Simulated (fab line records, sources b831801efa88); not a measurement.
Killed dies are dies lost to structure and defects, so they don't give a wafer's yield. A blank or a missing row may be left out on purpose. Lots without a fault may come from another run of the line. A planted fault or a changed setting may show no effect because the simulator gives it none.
Which tool did it? | flow gf180mcu | 13 lots, 39 wafers sampled, at 4 steps of a route of 602

WHAT THE GAUGES READ, wafer by wafer
GF_V5_OVL_MEAS_15.
lot  | measured     | on         | V5_OVL (nm)
L695 | day 27 13:29 | overlay-02 | -12 -5 -14
L697 | day 28 06:43 | overlay-01 | 5 2 2
L698 | day 28 19:23 | overlay-02 | -1 -12 -5
L700 | day 29 11:29 | overlay-01 | 2 0 -1
L701 | day 29 18:52 | overlay-01 | -5 -13 -8
L705 | day 30 22:52 | overlay-02 | -3 -1 -11
L710 | day 32 06:56 | overlay-02 | -2 0 2
L712 | day 32 13:49 | overlay-02 | -11 -14 -6
L715 | day 33 04:17 | overlay-02 | -5 -6 -7
L714 | day 33 05:55 | overlay-01 | -3 -3 -3
L716 | day 33 08:26 | overlay-02 | -8 -9 -5
L717 | day 33 19:32 | overlay-01 | -10 -10 -6
L718 | day 34 01:17 | overlay-02 | -2 0 -1

WHICH TOOL RAN EACH LOT (tool, then ch and the chambers of the sampled wafers, then the start)
lot  | GF_M4_SPUTTER_03             | GF_M5_ETCH_09                      | GF_V5_CMP_04
L695 | pvd_sputter-04, day 22 16:44 | rie_diel-02 ch 0,1, day 26 15:22   | cmp-02 ch 0,1,2, day 26 16:23
L697 | pvd_sputter-04, day 23 13:31 | rie_diel-02 ch 0,1,3, day 27 08:43 | cmp-01 ch 0,1,3, day 27 10:09
L698 | pvd_sputter-04, day 24 05:16 | rie_diel-03 ch 1,2, day 27 21:49   | cmp-01 ch 0,2,3, day 27 23:07
L700 | pvd_sputter-04, day 25 01:04 | rie_diel-04 ch 0,1,2, day 28 14:55 | cmp-02 ch 0,1,2, day 28 16:01
L701 | pvd_sputter-01, day 25 09:59 | rie_diel-02 ch 0,1,3, day 28 22:31 | cmp-01 ch 1,2,3, day 28 23:32
L705 | pvd_sputter-03, day 26 16:00 | rie_diel-03 ch 1,2,3, day 30 03:03 | cmp-01 ch 0,1, day 30 04:01
L710 | pvd_sputter-04, day 28 03:16 | rie_diel-04 ch 1,3, day 31 11:40   | cmp-02 ch 0,3, day 31 12:38
L712 | pvd_sputter-03, day 28 12:58 | rie_diel-02 ch 2,3, day 31 19:08   | cmp-01 ch 0,1,2, day 31 20:22
L715 | pvd_sputter-03, day 29 05:26 | rie_diel-02 ch 0,1,3, day 32 10:27 | cmp-02 ch 1,2, day 32 11:28
L714 | pvd_sputter-03, day 29 07:07 | rie_diel-03 ch 1,2,3, day 32 12:09 | cmp-02 ch 0,1,3, day 32 13:22
L716 | pvd_sputter-01, day 29 09:14 | rie_diel-03 ch 0,2,3, day 32 14:06 | cmp-02 ch 0,1,2, day 32 15:22
L717 | pvd_sputter-04, day 29 23:17 | rie_diel-03 ch 0,1,3, day 33 02:17 | cmp-01 ch 0,1,3, day 33 03:16
L718 | pvd_sputter-01, day 30 05:09 | rie_diel-02 ch 0,1,3, day 33 07:43 | cmp-01 ch 0,1,3, day 33 08:55
- GF_M4_SPUTTER_03: material Ti, target thk 10 nm, time 6.7 s.
- GF_M5_ETCH_09: etches Si3N4 in CF4/O2, target depth 52 nm, time 11.6 s.
- GF_V5_CMP_04: polishes SiO2.

WHAT THE TOOLS THEMSELVES READ (means of the sampled wafers that have a number; where no wafer has one, the mark that the record gives instead)
GF_M4_SPUTTER_03.
lot  | tool           | throttle_valve_pct (%)
L695 | pvd_sputter-04 | 29.3
L697 | pvd_sputter-04 | 28.9
L698 | pvd_sputter-04 | 29.0
L700 | pvd_sputter-04 | 29.7
L701 | pvd_sputter-01 | 30.2
L705 | pvd_sputter-03 | 30.2
L710 | pvd_sputter-04 | 30.2
L712 | pvd_sputter-03 | 31.5
L715 | pvd_sputter-03 | 31.0
L714 | pvd_sputter-03 | 31.5
L716 | pvd_sputter-01 | 29.6
L717 | pvd_sputter-04 | 30.5
L718 | pvd_sputter-01 | 29.7

GF_M5_ETCH_09.
lot  | tool        | drypump_motor_current_A (A) | oes_product_au (a.u.) | throttle_valve_pct (%)
L695 | rie_diel-02 | 5.5                         | 1.003                 | 5.974
L697 | rie_diel-02 | 5.2                         | 0.995                 | 5.971
L698 | rie_diel-03 | 5.4                         | 0.997                 | 5.971
L700 | rie_diel-04 | 6.1                         | 1.003                 | 5.972
L701 | rie_diel-02 | 5.2                         | 0.993                 | 5.967
L705 | rie_diel-03 | 5.5                         | 0.994                 | 5.965
L710 | rie_diel-04 | 5.3                         | 0.911                 | 5.942
L712 | rie_diel-02 | 5.1                         | 0.996                 | 5.964
L715 | rie_diel-02 | 5.2                         | 0.999                 | 5.975
L714 | rie_diel-03 | 5.5                         | 1.001                 | 5.974
L716 | rie_diel-03 | 5.5                         | 1.005                 | 5.968
L717 | rie_diel-03 | 5.5                         | 1.004                 | 5.964
L718 | rie_diel-02 | 5.2                         | 0.995                 | 5.972

GF_V5_CMP_04.
lot  | tool   | motor_current_A (A)
L695 | cmp-02 | 11.9
L697 | cmp-01 | 12.8
L698 | cmp-01 | 12.0
L700 | cmp-02 | 11.8
L701 | cmp-01 | 12.6
L705 | cmp-01 | 12.4
L710 | cmp-02 | 12.1
L712 | cmp-01 | 12.5
L715 | cmp-02 | 12.5
L714 | cmp-02 | 11.9
L716 | cmp-02 | 11.9
L717 | cmp-01 | 12.9
L718 | cmp-01 | 12.5

THE ANSWER, worked out from the rows above alone
Rule: what is usual is taken from the lots themselves. Put in order of their means at a reading, lots are off if they are a third of the lots or fewer, leave a main group of 4 or more, and stand apart from it by a gap of 3 or more times the standard deviation of the main group's means; of several such gaps the widest counts. A main group whose means are all the same, to the digits that the tables above print for the reading, isn't used. A lot without any number at a reading at which 4 lots or more have one is off too. The other lots that the step has rows for count as sound. The gauges are gone through in route order, then the tools' own readings, and for those a lot's mean is taken as printed above. The first step at which some lot is off is used, and at that step the reading that is off furthest; a lot without a number counts as furthest.
Off: L710, at GF_M5_ETCH_09 (oes_product_au). The main group: mean 0.999 a.u., standard deviation 0.0041.
A tool fits if, at that step or a process step before it, it ran every lot that is off, and no sound lot after the first of them. One fits: rie_diel-04 at GF_M5_ETCH_09. Its last sound lot is L700 (day 28 14:55), its first lot that is off L710 (day 31 11:40): a fault that began between those two fits.
The tool's own readings at GF_M5_ETCH_09 bear it out: on the lots that are off they differ by more than 5 times the standard deviation of the sound lots' means. oes_product_au reads 0.911 a.u. there against 0.999 a.u. on the sound lots; throttle_valve_pct reads 5.942 % there against 5.970 % on the sound lots.

WHAT THE SIMULATOR HAD PUT IN
Process parameter drift: rie_diel-04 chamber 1, from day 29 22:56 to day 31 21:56, at GF_M5_ETCH_09. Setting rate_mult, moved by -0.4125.
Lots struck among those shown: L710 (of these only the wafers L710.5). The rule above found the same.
